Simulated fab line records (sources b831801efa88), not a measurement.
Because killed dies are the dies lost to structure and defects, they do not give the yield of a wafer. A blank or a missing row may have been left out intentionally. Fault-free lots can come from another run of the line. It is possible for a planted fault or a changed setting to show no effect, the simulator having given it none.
fab line records | flow sky130
[record] lots = 6 | wafers = 18 | last-day = 50
route steps=708 shown CAPM@546 METAL3@555 PAD_OPEN@708
lots that met no fault: from a run of the same line without faults
start-h: the number of hours between the record's first day and the start of the first shown wafer of the lot | wait-h: hours elapsed since this lot's preceding step | " repeats the value in the row above | L1.1+2: several wafers, shown together as one row | - no value, or no start given | * or withheld: withheld | < > ~ a bound
route shown NAME@n: names a module that has steps shown in the file, with the first one's number in the route | usual: average and standard deviation across the fault-free wafers | same: alike in all rows | chamber/n: place in a boat | sites: readings site by site | _std_site: standard deviation across them | _edge_site: the outer-site mean with the inner-site mean subtracted | radius-mm: how far each site lies from the wafer's centre | mask NAME#n: copy n | behind: tool/chamber where the wafer was last shaped | hold: why the lot was held/for how many hours/how that ended | device: transistor that didn't switch, given as n, p or np | end of line: tests run on the same wafers once the route is complete | a step with no rows: only its recipe | killed: at the first sort, the dies lost to defects and structure; wafer yield is something else | map: shows each die of a wafer: x if killed, . if not, _ if none is there
set.NAME: the setting the step ran with; set.NAME@STEP: the setting that earlier step ran with | model.NAME: the simulator's own value behind a step, which no gauge read
a table for each step, a row for each wafer; lots at some steps of the route
services: a tool's chamber out of use, with start hour (start-h, from the record's first day; less than 0 if before it), hours out, and reason
[[steps]]
[step SKY_CAPM_EXPOSE_09]
[recipe] mask-id = CAPM | na = 0.6 | source-shape = conventional | sigma-outer = 0.6 | polarization = unpolarized | target-cd-nm = 1000 | dose-mj = 159
[step SKY_CAPM_PEB_10]
[recipe] temp-c = withheld | time-s = * | resist = NOVOLAK
[step SKY_CAPM_DEVELOP_11]
[recipe] resist = NOVOLAK | developer = TMAH | develop-time-s = 60 | dev-temp-c = 23
[step SKY_CAPM_OVL_MEAS_12]
[usual] CAPM_OVL = -0.7/1.2
lot.wafer | tool       | chamber | start-h | wait-h | CAPM_OVL[nm]
L702.1    | overlay-02 | -       | 876.72  | 0.1    | 1.7
L702.3    | "          | -       | "       | "      | 0.8
L702.6    | "          | -       | "       | "      | 0.7
L704.1    | overlay-02 | -       | 892.39  | 0.1    | -3.7
L704.3    | "          | -       | "       | "      | -1.1
L704.4    | "          | -       | "       | "      | -1.9
L711.1    | overlay-02 | -       | 950.94  | 0.1    | -1.1
L711.3    | "          | -       | "       | "      | -1.2
L711.5    | "          | -       | "       | "      | -2.6
L714.1    | overlay-01 | -       | 972.09  | 0.1    | -0.1
L714.2    | "          | -       | "       | "      | -0.8
L714.5    | "          | -       | "       | "      | -0.2
L721.1    | overlay-02 | -       | 1018.79 | 0.1    | -2.0
L721.3    | "          | -       | "       | "      | -0.8
L721.5    | "          | -       | "       | "      | 1.3
L722.1    | overlay-02 | -       | 1021.94 | 0.1    | -2.3
L722.2    | "          | -       | "       | "      | -2.8
L722.6    | "          | -       | "       | "      | -3.2
[step SKY_CAPM_METAL_ETCH_13]
[recipe] target-depth-nm = 220 | stop-on = SiO2 | chemistry = Cl2/BCl3 | target = TiN | pressure-mtorr = 10 | icp-w = 900 | bias-w = 48.5 | Cl2_flow_sccm = 60 | bcl3-flow-sccm = 30 | time-s = 62.9
[usual] drypump-motor-current-A = 5.5/0.41 | he-backside-leak-sccm = 3.31/0.21 | oes-product-au = 0.940/0.007 | throttle-valve-pct = 21.901/0.0091
[same] time-s = 62.9
lot.wafer | tool         | chamber | start-h | wait-h | drypump-motor-current-A | he-backside-leak-sccm | oes-product-au | rf-hours-counter-h | throttle-valve-pct
L702.1    | rie-metal-01 | 1       | 876.76  | 0.0    | 5.6                     | 3.38                  | 0.936          | 4                  | 21.898
L702.3    | "            | 0       | "       | "      | 5.1                     | 3.64                  | 0.932          | -                  | 21.904
L702.6    | "            | 1       | "       | "      | 5.6                     | 3.30                  | 0.942          | -                  | 21.887
L704.1    | rie-metal-04 | 1       | 892.43  | 0.0    | 5.1                     | 3.37                  | 0.939          | 11                 | 21.908
L704.3    | "            | 0       | "       | "      | 6.3                     | 2.99                  | 0.926          | -                  | 21.895
L704.4    | "            | 1       | "       | "      | 5.1                     | 3.31                  | 0.927          | -                  | 21.911
L711.1    | rie-metal-04 | 0       | 950.98  | 0.0    | 6.3                     | 3.32                  | 0.942          | 17                 | 21.904
L711.3    | "            | 1       | "       | "      | 5.1                     | 3.07                  | 0.940          | -                  | 21.906
L711.5    | "            | 0       | "       | "      | 6.3                     | 3.34                  | 0.950          | -                  | 21.896
L714.1    | rie-metal-03 | 1       | 972.13  | 0.0    | 5.8                     | 2.80                  | 0.949          | 2                  | 21.889
L714.2    | "            | 1       | "       | "      | 5.9                     | 2.93                  | 0.951          | -                  | 21.888
L714.5    | "            | 1       | "       | "      | 5.9                     | 3.24                  | 0.961          | -                  | 21.896
L721.1    | rie-metal-01 | 1       | 1018.83 | 0.0    | 5.6                     | 3.62                  | 0.943          | 9                  | 21.883
L721.3    | "            | 1       | "       | "      | 5.6                     | 3.52                  | 0.943          | -                  | 21.905
L721.5    | "            | 0       | "       | "      | 5.1                     | 3.67                  | 0.939          | -                  | 21.897
L722.1    | rie-metal-04 | 1       | 1021.98 | 0.0    | 5.1                     | 3.19                  | 0.942          | 18                 | 21.902
L722.2    | "            | 1       | "       | "      | 5.1                     | 3.17                  | 0.946          | -                  | 21.913
L722.6    | "            | 1       | "       | "      | 5.1                     | 3.19                  | 0.951          | -                  | 21.888
[step SKY_CAPM_STRIP_14]
[recipe] chemistry = O2/N2 | power-w = 1400 | pressure-mtorr = 1500 | platen-temp-c = withheld | o2-flow-sccm = 3000 | n2-flow-sccm = 300 | overash-fraction = 0.5
[usual] drypump-motor-current-A = 5.9/0.35 | n2-flow-sccm = 300.0/0.89 | oes-product-au = 0.710/0.0047 | strip-time-to-endpoint-s = 12.64/0.055
lot.wafer | tool            | chamber | start-h | wait-h | drypump-motor-current-A | n2-flow-sccm | oes-product-au | rf-hours-counter-h | strip-time-to-endpoint-s
L702.1    | plasma-asher-02 | 1       | 876.84  | 0.1    | 6.1                     | 298.5        | 0.710          | 76                 | 12.67
L702.3    | "               | 1       | "       | "      | 6.1                     | 298.7        | 0.716          | -                  | 12.70
L702.6    | "               | 0       | "       | "      | 5.5                     | 300.1        | 0.701          | -                  | 12.71
L704.1    | plasma-asher-02 | 0       | 892.51  | 0.1    | 5.5                     | 298.8        | 0.704          | 78                 | 12.70
L704.3    | "               | 1       | "       | "      | 6.1                     | 300.2        | 0.702          | -                  | 12.75
L704.4    | "               | 0       | "       | "      | 5.5                     | 300.8        | 0.708          | -                  | 12.74
L711.1    | plasma-asher-04 | 1       | 951.05  | 0.1    | 5.9                     | 300.4        | 0.717          | 22                 | 12.69
L711.3    | "               | 0       | "       | "      | 6.2                     | 298.5        | 0.717          | -                  | 12.69
L711.5    | "               | 1       | "       | "      | 5.9                     | 301.4        | 0.709          | -                  | 12.64
L714.1    | plasma-asher-04 | 0       | 972.28  | 0.1    | 6.2                     | 300.2        | 0.708          | 24                 | 12.61
L714.2    | "               | 1       | "       | "      | 6.0                     | 302.0        | 0.715          | 24                 | 12.66
L714.5    | "               | 1       | "       | "      | 5.9                     | 300.6        | 0.712          | -                  | 12.63
L721.1    | plasma-asher-01 | 1       | 1018.91 | 0.1    | 5.2                     | 298.8        | 0.705          | 120                | 12.55
L721.3    | "               | 0       | "       | "      | 5.8                     | 300.4        | 0.718          | -                  | 12.58
L721.5    | "               | 1       | "       | "      | 5.1                     | 299.0        | 0.715          | -                  | 12.55
L722.1    | plasma-asher-04 | 0       | 1022.13 | 0.1    | 6.2                     | 302.0        | 0.703          | 29                 | 12.70
L722.2    | "               | 1       | "       | "      | 5.9                     | 299.4        | 0.722          | 29                 | 12.69
L722.6    | "               | 1       | "       | "      | 5.9                     | 301.6        | 0.707          | -                  | 12.70
[step SKY_CAPM_STRIP_15]
[recipe] chemistry = post-etch-residue-remover | time-s = 1200 | temp-c = 72.5
[step SKY_CAPM_CLEAN_16]
[recipe] chemistry = IPA | time-s = 180 | temp-c = 25
[step SKY_CAPM_CLEAN_17]
[recipe] chemistry = O3/DIW | dry = n2-spin
[step SKY_METAL3_DEHYDRATE_05]
[recipe] temp-c = 200 | time-s = 60
[step SKY_METAL3_HMDS_06]
[recipe] prime-time-s = 60 | prime-temp-c = 120
[step SKY_METAL3_COAT_07]
[recipe] resist = BARC | temp-c = withheld | time-s = withheld | spin-rpm = 3000 | resist-thk-nm = 60
[step SKY_METAL3_COAT_08]
[recipe] resist = KrF-thick | spin-rpm = 3000 | resist-thk-nm = 1140
lot.wafer | tool           | chamber | start-h | wait-h | model.KrF-thick_of_METAL3_COAT_08.thk-nm
L702.1    | litho-track-02 | 0       | 890     | -      | 1137
L702.3+6  | "              | 0       | "       | "      | 1135
L704.1    | litho-track-02 | 0       | 905     | -      | 1143
L704.3    | "              | 0       | "       | "      | 1142
L704.4    | "              | 0       | "       | "      | 1144
L711.1    | litho-track-02 | 0       | 963     | -      | 1155
L711.3+5  | "              | 0       | "       | "      | 1156
L714.1    | litho-track-02 | 0       | 984     | -      | 1157
L714.2    | "              | 0       | "       | "      | 1160
L714.5    | "              | 0       | "       | "      | 1161
L721.1    | litho-track-03 | 0       | 1030    | -      | 1138
L721.3    | "              | 0       | "       | "      | 1135
L721.5    | "              | 0       | "       | "      | 1141
L722.1    | litho-track-03 | 0       | 1032    | -      | 1136
L722.2    | "              | 0       | 1033    | -      | 1135
L722.6    | "              | 0       | "       | "      | 1133
[step SKY_METAL3_SOFTBAKE_09]
[recipe] temp-c = 100 | time-s = 90 | resist = KrF-thick
[step SKY_METAL3_EXPOSE_10]
[recipe] mask-id = MM3 | na = 0.68 | source-shape = annular | sigma-inner = 0.4 | sigma-outer = 0.8 | target-cd-nm = 300 | dose-mj = 28
[step SKY_METAL3_PEB_11]
[recipe] peb-temp-c = withheld | peb-time-s = withheld | resist = KrF-thick
[step SKY_METAL3_DEVELOP_12]
[recipe] develop-time-s = 60 | resist = KrF-thick | dev-temp-c = 21
[step SKY_METAL3_CD_MEAS_13]
[recipe] target-cd-nm = 300
[usual] cd-nm = 299.5/1.4
lot.wafer | tool      | chamber | start-h | wait-h | cd-nm
L702.1    | cd-sem-01 | -       | 902.59  | -      | 301.6
L702.3    | "         | -       | "       | "      | 300.9
L702.6    | "         | -       | "       | "      | 302.1
L704.1    | cd-sem-01 | -       | 917.69  | -      | 298.9
L704.3    | "         | -       | "       | "      | 299.5
L704.4    | "         | -       | "       | "      | 301.0
L711.1    | cd-sem-02 | -       | 975.34  | -      | 302.3
L711.3    | "         | -       | "       | "      | 301.9
L711.5    | "         | -       | "       | "      | 300.6
L714.1    | cd-sem-01 | -       | 996.29  | -      | 301.0
L714.2    | "         | -       | "       | "      | 300.7
L714.5    | "         | -       | "       | "      | 299.7
L721.1    | cd-sem-02 | -       | 1042.29 | -      | 298.7
L721.3    | "         | -       | "       | "      | 297.7
L721.5    | "         | -       | "       | "      | 297.5
L722.1    | cd-sem-01 | -       | 1044.44 | -      | 301.3
L722.2    | "         | -       | "       | "      | 299.0
L722.6    | "         | -       | "       | "      | 299.8
[step SKY_METAL3_OVL_MEAS_14]
[usual] METAL3_OVL = 2/4.8
lot.wafer | tool       | chamber | start-h | wait-h | METAL3_OVL[nm]
L702.1    | overlay-01 | -       | 902.71  | 0.1    | 7
L702.3    | "          | -       | "       | "      | 4
L702.6    | "          | -       | "       | "      | 7
L704.1    | overlay-02 | -       | 917.81  | 0.1    | 3
L704.3    | "          | -       | "       | "      | 2
L704.4    | "          | -       | "       | "      | 5
L711.1    | overlay-01 | -       | 975.46  | 0.1    | 4
L711.3    | "          | -       | "       | "      | -2
L711.5    | "          | -       | "       | "      | 1
L714.1    | overlay-02 | -       | 996.41  | 0.1    | 9
L714.2    | "          | -       | "       | "      | 3
L714.5    | "          | -       | "       | "      | 3
L721.1    | overlay-01 | -       | 1042.41 | 0.1    | 3
L721.3    | "          | -       | "       | "      | 7
L721.5    | "          | -       | "       | "      | 2
L722.1    | overlay-02 | -       | 1044.56 | 0.1    | 2
L722.2    | "          | -       | "       | "      | 1
L722.6    | "          | -       | "       | "      | 5
[step SKY_METAL3_DESCUM_15]
[recipe] chemistry = O2 | source-power-w = 150 | bias-power-w = 0 | pressure-mtorr = 10 | temp-c = 40 | time-s = 8
[usual] drypump-motor-current-A = 5.48/0.27 | he-backside-leak-sccm = 3.3/0.34 | oes-product-au = 0.998/0.016
[same] time-s = 8
lot.wafer | tool         | chamber | start-h | wait-h | drypump-motor-current-A | he-backside-leak-sccm | oes-product-au | rf-hours-counter-h
L702.1    | rie-metal-02 | 0       | 902.75  | 0.0    | 5.73                    | 3.2                   | 1.003          | 18
L702.3    | "            | 0       | "       | "      | 5.72                    | 3.2                   | 1.003          | -
L702.6    | "            | 1       | "       | "      | 5.28                    | 3.3                   | 0.983          | -
L704.1    | rie-metal-03 | 0       | 917.85  | 0.0    | 5.38                    | 3.6                   | 0.975          | 19
L704.3    | "            | 0       | "       | "      | 5.38                    | 3.5                   | 0.984          | -
L704.4    | "            | 0       | "       | "      | 5.38                    | 3.5                   | 0.986          | -
L711.1    | rie-metal-03 | 1       | 975.50  | 0.0    | 5.88                    | 2.8                   | 1.019          | 3
L711.3    | "            | 1       | "       | "      | 5.89                    | 2.9                   | 1.011          | -
L711.5    | "            | 1       | "       | "      | 5.87                    | 3.0                   | 1.012          | -
L714.1    | rie-metal-03 | 1       | 996.45  | 0.0    | 5.87                    | 3.2                   | 1.028          | 5
L714.2    | "            | 0       | "       | "      | 5.38                    | 3.3                   | 1.014          | 1
L714.5    | "            | 0       | "       | "      | 5.36                    | 3.4                   | 1.012          | -
L721.1    | rie-metal-03 | 1       | 1042.45 | 0.0    | 5.88                    | 3.0                   | 1.028          | 7
L721.3    | "            | 1       | "       | "      | 5.87                    | 3.1                   | 1.025          | -
L721.5    | "            | 0       | "       | "      | 5.39                    | 3.4                   | 1.003          | -
L722.1    | rie-metal-01 | 0       | 1044.60 | 0.0    | 5.10                    | 3.6                   | 0.985          | 22
L722.2    | "            | 1       | "       | "      | 5.59                    | 3.3                   | 1.003          | 10
L722.6    | "            | 0       | "       | "      | 5.09                    | 3.6                   | 0.992          | -
[step SKY_METAL3_ETCH_16]
[recipe] chemistry = N2/H2 | target = BARC | ion-energy-ev = 200 | bias-w = 100 | pressure-mtorr = 30 | n2-flow-sccm = 100 | h2-flow-sccm = 200 | icp-w = 500 | stop-on = SiO2 | time-s = 88.2 | target-depth-a = 600
[usual] drypump-motor-current-A = 5.48/0.27 | he-backside-leak-sccm = 3.28/0.21 | n2-flow-sccm = 99.98/0.3 | oes-product-au = 0.625/0.0046 | throttle-valve-pct = 13.204/0.0084
[same] time-s = 88.2
lot.wafer | tool         | chamber | start-h | wait-h | drypump-motor-current-A | he-backside-leak-sccm | n2-flow-sccm | oes-product-au | rf-hours-counter-h | throttle-valve-pct | model.KrF-thick_of_METAL3_COAT_08.thk-nm
L702.1    | rie-metal-02 | 0       | 902.78  | 0.0    | 5.75                    | 3.23                  | 99.62        | 0.624          | 18                 | 13.204             | 1072
L702.3    | "            | 0       | "       | "      | 5.76                    | 3.16                  | 99.85        | 0.626          | -                  | 13.193             | 1070
L702.6    | "            | 1       | "       | "      | 5.22                    | 3.11                  | 100.15       | 0.621          | -                  | 13.201             | 1073
L704.1    | rie-metal-03 | 0       | 917.91  | 0.1    | 5.37                    | 3.47                  | 99.82        | 0.628          | 19                 | 13.196             | 1080
L704.3    | "            | 0       | "       | "      | 5.41                    | 3.39                  | 99.84        | 0.625          | -                  | 13.209             | 1080
L704.4    | "            | 0       | "       | "      | 5.38                    | 3.65                  | 100.24       | 0.621          | -                  | 13.193             | 1082
L711.1    | rie-metal-03 | 1       | 975.56  | 0.1    | 5.89                    | 2.99                  | 99.94        | 0.624          | 3                  | 13.223             | 1089
L711.3    | "            | 1       | "       | "      | 5.91                    | 3.04                  | 99.82        | 0.623          | -                  | 13.198             | 1091
L711.5    | "            | 1       | "       | "      | 5.90                    | 3.03                  | 100.19       | 0.616          | -                  | 13.215             | 1091
L714.1    | rie-metal-03 | 1       | 996.48  | 0.0    | 5.90                    | 2.91                  | 100.45       | 0.629          | 5                  | 13.204             | 1091
L714.2    | "            | 0       | "       | "      | 5.38                    | 3.52                  | 99.76        | 0.628          | 1                  | 13.197             | 1096
L714.5    | "            | 0       | "       | "      | 5.36                    | 3.49                  | 100.05       | 0.620          | -                  | 13.202             | 1096
L721.1    | rie-metal-03 | 1       | 1042.48 | 0.0    | 5.88                    | 2.91                  | 99.94        | 0.632          | 7                  | 13.210             | 1072
L721.3    | "            | 1       | "       | "      | 5.88                    | 3.14                  | 99.75        | 0.626          | -                  | 13.209             | 1069
L721.5    | "            | 0       | "       | "      | 5.38                    | 3.49                  | 100.12       | 0.624          | -                  | 13.193             | 1077
L722.1    | rie-metal-01 | 0       | 1044.63 | 0.0    | 5.10                    | 3.62                  | 100.24       | 0.630          | 23                 | 13.201             | 1072
L722.2    | "            | 1       | "       | "      | 5.62                    | 3.24                  | 99.58        | 0.621          | 10                 | 13.203             | 1070
L722.6    | "            | 0       | "       | "      | 5.11                    | 3.57                  | 100.02       | 0.626          | -                  | 13.197             | 1069
[step SKY_METAL3_ETCH_17]
[recipe] target = SiO2 | stop-on = TiN | chemistry = C4F8/O2/Ar | source-w = 1500 | bias-w = 1200 | pressure-mtorr = 40 | c4f8-flow-sccm = withheld | O2_flow_sccm = 6 | Ar_flow_sccm = 300 | time-s = 3.9 | target-depth-a = 150
[usual] oes-product-au = 0.752/0.0074
[same] time-s = 3.9
lot.wafer | tool        | chamber | start-h | wait-h | oes-product-au
L702.1    | rie-diel-04 | 2       | 902.88  | 0.1    | 0.746
L702.3    | "           | 1       | "       | "      | 0.740
L702.6    | "           | 1       | "       | "      | 0.749
L704.1    | rie-diel-02 | 1       | 918.11  | 0.2    | 0.755
L704.3    | "           | 2       | "       | "      | 0.741
L704.4    | "           | 3       | "       | "      | 0.748
L711.1    | rie-diel-04 | 1       | 975.76  | 0.2    | 0.752
L711.3    | "           | 3       | "       | "      | 0.753
L711.5    | "           | 2       | "       | "      | 0.751
L714.1    | rie-diel-01 | 3       | 996.58  | 0.1    | 0.751
L714.2    | "           | 1       | "       | "      | 0.744
L714.5    | "           | 3       | "       | "      | 0.756
L721.1    | rie-diel-04 | 3       | 1042.58 | 0.1    | 0.754
L721.3    | "           | 2       | "       | "      | 0.743
L721.5    | "           | 0       | "       | "      | 0.748
L722.1    | rie-diel-04 | 0       | 1044.73 | 0.1    | 0.761
L722.2    | "           | 1       | "       | "      | 0.746
L722.6    | "           | 3       | "       | "      | 0.753
[step SKY_PAD_OPEN_PROBE_99]
[usual] defect-limited-yield = 82.3/2 | killed_at_M0_to_M3 = 43/6.7 | killed_at_M4_up = 3.0/1.9 | killed-at-contacts = 25/5.4 | killed-at-front-end = 16/4.5 | killed-at-other = 0.4/0.62 | killed-dies = 87/9.6 | killed-open = 47/7 | killed-short = 39/6.1 | sort_bin_3_pad_short = 0.9/0.43 | sort_bin_5_function = 10.4/1.6 | sort_bin_6_memory = 6.3/0.99 | sort-n-pass = 405/9.6 | sort-yield-pct = 82.3/2
[same] gross-dies = 492 | killed-at-back-side = 0 | sort_bin_4_leakage[%] = 0 | sort_bin_8_speed[%] = 0
lot.wafer | tool      | chamber | start-h | wait-h | defect-limited-yield[%] | killed_at_M0_to_M3 | killed_at_M4_up | killed-at-contacts | killed-at-front-end | killed-at-other | killed-dies | killed-open | killed-short | sort_bin_3_pad_short[%] | sort_bin_5_function[%] | sort_bin_6_memory[%] | sort-n-pass | sort-yield-pct[%]
L711.1    | prober-01 | -       | 1135.69 | 0.1    | 82.3                    | 32                 | 5               | 36                 | 14                  | 0               | 87          | 52          | 35           | 0.6                     | 9.8                    | 7.3                  | 405         | 82.3
L711.3    | prober-01 | -       | 1135.79 | 0.2    | 83.9                    | 43                 | 1               | 26                 | 9                   | 0               | 79          | 43          | 36           | 1.0                     | 9.8                    | 5.3                  | 413         | 83.9
L711.5    | prober-01 | -       | 1135.89 | 0.2    | 82.5                    | 35                 | 4               | 26                 | 21                  | 0               | 86          | 46          | 37           | 0.8                     | 10.4                   | 6.3                  | 406         | 82.5
L714.1    | prober-02 | -       | 1151.68 | 0.1    | 80.1                    | 50                 | 8               | 26                 | 14                  | 0               | 98          | 51          | 45           | 1.2                     | 11.2                   | 7.5                  | 394         | 80.1
L714.2    | prober-02 | -       | 1151.73 | 0.1    | 82.3                    | 43                 | 7               | 24                 | 13                  | 0               | 87          | 43          | 44           | 0.8                     | 11.2                   | 5.7                  | 405         | 82.3
L714.5    | prober-02 | -       | 1151.88 | 0.2    | 84.3                    | 44                 | 3               | 21                 | 8                   | 1               | 77          | 45          | 32           | 1.0                     | 9.1                    | 5.5                  | 415         | 84.3
L721.1    | prober-02 | -       | 1187.34 | 0.1    | 83.9                    | 39                 | 0               | 25                 | 14                  | 1               | 79          | 42          | 36           | 1.0                     | 7.7                    | 7.3                  | 413         | 83.9
L721.3    | prober-02 | -       | 1187.44 | 0.2    | 81.5                    | 48                 | 4               | 26                 | 13                  | 0               | 91          | 54          | 37           | 0                       | 11.2                   | 7.3                  | 401         | 81.5
L721.5    | prober-02 | -       | 1187.54 | 0.2    | 83.9                    | 35                 | 1               | 29                 | 13                  | 1               | 79          | 46          | 32           | 0.8                     | 8.7                    | 6.5                  | 413         | 83.9
// killed by level:class
L711.1 CONTACT:geometric-particle:open=16 CONTACT:geometric-particle:short=8 VIA2:geometric-particle:open=8 LI_CONTACT:geometric-particle:open=6 METAL2:geometric-particle:short=6 VIA3:geometric-particle:open=6 FIELD_ISO:geometric-particle:short=5 METAL1:geometric-particle:short=5
L711.3 CONTACT:geometric-particle:open=14 VIA1:geometric-particle:open=11 FIELD_ISO:geometric-particle:short=6 METAL2:geometric-particle:short=6 VIA3:geometric-particle:open=6 LI_CONTACT:geometric-particle:open=5 VIA1:geometric-particle:short=5 VIA3:geometric-particle:short=5
L711.5 VIA1:geometric-particle:open=11 CONTACT:geometric-particle:open=9 FIELD_ISO:geometric-particle:open=7 CONTACT:geometric-particle:short=7 VIA2:geometric-particle:open=5 FIELD_ISO:geometric-particle:short=4 LI_CONTACT:geometric-particle:short=4 METAL4:geometric-particle:short=4
L714.1 VIA1:geometric-particle:open=13 CONTACT:geometric-particle:open=9 CONTACT:geometric-particle:short=8 VIA2:geometric-particle:open=8 VIA1:geometric-particle:short=5 VIA3:geometric-particle:open=5 METAL4:geometric-particle:short=5 FIELD_ISO:geometric-particle:open=4
L714.2 LI_CONTACT:geometric-particle:open=12 VIA3:geometric-particle:open=8 VIA1:geometric-particle:short=7 VIA2:geometric-particle:short=5 VIA2:geometric-particle:open=5 METAL4:geometric-particle:short=5 VIA1:geometric-particle:open=4 METAL2:geometric-particle:short=4
L714.5 CONTACT:geometric-particle:open=11 VIA1:geometric-particle:open=10 VIA2:geometric-particle:open=8 LI_CONTACT:geometric-particle:open=4 VIA1:geometric-particle:short=4 VIA2:geometric-particle:short=4 VIA3:geometric-particle:open=4 CONTACT:geometric-particle:short=3
L721.1 CONTACT:geometric-particle:open=10 POLY_GATE:geometric-particle:open=8 METAL2:geometric-particle:short=8 VIA2:geometric-particle:open=7 CONTACT:geometric-particle:short=5 VIA1:geometric-particle:open=5 VIA3:geometric-particle:short=5 VIA3:geometric-particle:open=5
L721.3 VIA1:geometric-particle:open=13 CONTACT:geometric-particle:open=12 VIA2:geometric-particle:open=7 VIA2:geometric-particle:short=7 LI_CONTACT:geometric-particle:open=6 VIA1:geometric-particle:short=6 POLY_GATE:geometric-particle:open=5 LI_CONTACT:geometric-particle:short=4
L721.5 CONTACT:geometric-particle:open=11 LI_CONTACT:geometric-particle:open=8 VIA1:geometric-particle:open=8 VIA3:geometric-particle:open=5 CONTACT:geometric-particle:short=5 METAL1:geometric-particle:short=5 VIA1:geometric-particle:short=4 METAL2:geometric-particle:short=4
[[services]]
tool            | chamber | start-h | hours | kind
rie-metal-01    | -       | 857.32  | 0.3   | repair
rie-diel-01     | 2       | 859.01  | 1.7   | repair
plasma-asher-01 | -       | 876.12  | 0.8   | repair
rie-metal-03    | 1       | 881.61  | 10.6  | repair
rie-metal-01    | 1       | 882.25  | 6.8   | repair
rie-metal-03    | 1       | 892.20  | -     | clean
rie-metal-03    | 1       | 892.20  | 30.7  | scheduled-down
plasma-asher-04 | -       | 893.72  | 2.8   | pm
rie-metal-01    | -       | 897.51  | 2.8   | pm
rie-diel-04     | -       | 899.83  | 0.1   | repair
rie-diel-01     | 3       | 901.56  | 15.3  | repair
rie-diel-01     | 0       | 924.03  | 25.8  | repair
rie-diel-01     | 1       | 924.27  | 1.3   | repair
plasma-asher-01 | -       | 924.56  | 2.5   | repair
rie-metal-01    | 1       | 939.61  | 9.6   | repair
rie-diel-01     | 2       | 942.74  | 4.6   | repair
rie-metal-01    | -       | 953.63  | 0.3   | repair
rie-diel-01     | 0       | 966.26  | 1.9   | repair
plasma-asher-01 | -       | 973.02  | 2.8   | repair
rie-diel-01     | 1       | 977.61  | 3.3   | repair
rie-diel-04     | 2       | 980.51  | 1.4   | repair
rie-metal-02    | -       | 1002.45 | 1.4   | pm
rie-metal-04    | -       | 1016.54 | 0.5   | repair
rie-metal-03    | -       | 1029.06 | 2.8   | pm
[[key]]
first-sign none at tools or gauges
[model-effect] step = SKY_METAL3_COAT_08 | value = KrF-thick_of_METAL3_COAT_08.thk-nm | without = 1138 | struck = 1157
[model-effect] step = SKY_METAL3_ETCH_16 | value = KrF-thick_of_METAL3_COAT_08.thk-nm | without = 1073 | struck = 1092
met-at SKY_METAL3_COAT_08
struck-wafers L711.1,L711.3,L711.5,L714.1,L714.2,L714.5
onset-between 905 963
[fault] kind = process-parameter-drift | tool = litho-track-02 | chamber = - | onset-h = 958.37 | steps = SKY_METAL3_COAT_08 | channel = resist-thk-nm | offset = 19.286 | shape = step | end-h = 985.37 | acts-in = these-recipes-only | stated = 1140
